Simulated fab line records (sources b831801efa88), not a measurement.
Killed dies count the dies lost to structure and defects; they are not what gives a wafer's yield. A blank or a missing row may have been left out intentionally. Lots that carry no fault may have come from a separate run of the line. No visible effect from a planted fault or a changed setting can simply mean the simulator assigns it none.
Which of the tools did it? ; flow sky130 ; 11 lots with 33 wafers sampled at 3 steps, on a route of 708 steps

== WHAT EACH GAUGE READ, for each wafer ==
SKY_SD_N_RS_MEAS_16: measurement is done with a four-point probe.
lot;measured;on;SD_N_RS (ohm/sq)
L490;day 27 16:48;film_metro-03;68.59 68.84 68.69
L491;day 28 07:39;film_metro-02;68.39 68.35 68.39
L499;day 31 00:02;film_metro-01;74.07 73.92 73.93
L501;day 31 18:51;film_metro-02;73.93 73.86 74.04
L502;day 32 03:13;film_metro-02;68.57 68.60 68.58
L506;day 33 10:14;film_metro-02;68.26 68.35 68.45
L507;day 33 18:39;film_metro-02;68.36 68.50 68.35
L510;day 34 14:17;film_metro-01;68.75 68.58 68.59
L511;day 34 16:34;film_metro-03;68.49 68.68 68.60
L512;day 35 11:17;film_metro-03;68.51 68.55 68.53
L513;day 35 03:47;film_metro-01;68.60 68.67 68.59

== WHICH TOOL RAN EACH LOT (tool, then ch and the chambers of the sampled wafers, then the start) ==
lot;SKY_SD_N_STRIP_11;SKY_SD_N_RTA_14
L490;plasma_asher-02 ch 0,1, day 27 16:24;rtp_anneal-02 ch 0, day 27 16:37
L491;plasma_asher-02 ch 0,1, day 28 07:16;rtp_anneal-01 ch 0, day 28 07:29
L499;plasma_asher-04 ch 0,1, day 30 23:39;rtp_anneal-01 ch 0, day 30 23:52
L501;plasma_asher-04 ch 0,1, day 31 18:27;rtp_anneal-01 ch 0, day 31 18:39
L502;plasma_asher-02 ch 0,1, day 32 02:50;rtp_anneal-02 ch 0, day 32 03:01
L506;plasma_asher-02 ch 0,1, day 33 09:50;rtp_anneal-02 ch 0, day 33 10:03
L507;plasma_asher-03 ch 0, day 33 18:07;rtp_anneal-02 ch 0, day 33 18:20
L510;plasma_asher-02 ch 0,1, day 34 13:53;rtp_anneal-02 ch 0, day 34 14:05
L511;plasma_asher-04 ch 0,1, day 34 16:10;rtp_anneal-01 ch 0, day 34 16:22
L512;plasma_asher-02 ch 0,1, day 35 10:53;rtp_anneal-01 ch 0, day 35 11:06
L513;plasma_asher-02 ch 0,1, day 35 03:23;rtp_anneal-02 ch 0, day 35 03:37
- SKY_SD_N_STRIP_11: strips in O2/N2.
- SKY_SD_N_RTA_14: time 2 s.

== THE ANSWER, worked out from the rows above alone ==
Rule: what is usual is taken from the lots themselves. Put in order of their means at a reading, lots are off if they are a third of the lots or fewer, leave a main group of 4 or more, and stand apart from it by a gap of 3 or more times the standard deviation of the main group's means; of several such gaps the widest counts. A main group whose means are all the same, to the digits that the tables above print for the reading, isn't used. Also off: a lot with no number at a reading for which 4 or more lots have one. Any other lot the step has rows for is counted as sound.
Off: L499, L501, at SKY_SD_N_RS_MEAS_16 (SD_N_RS). Mean 68.53 ohm/sq and standard deviation 0.12 in the main group.
If a tool, at a process step before that reading, ran all the lots that are off and no sound lot after the first of them, it fits. Gauges at SKY_SD_N_RS_MEAS_16: tried the same way as those tools. No candidate that was tried fits.

== WHAT HAD BEEN PUT IN BY THE SIMULATOR ==
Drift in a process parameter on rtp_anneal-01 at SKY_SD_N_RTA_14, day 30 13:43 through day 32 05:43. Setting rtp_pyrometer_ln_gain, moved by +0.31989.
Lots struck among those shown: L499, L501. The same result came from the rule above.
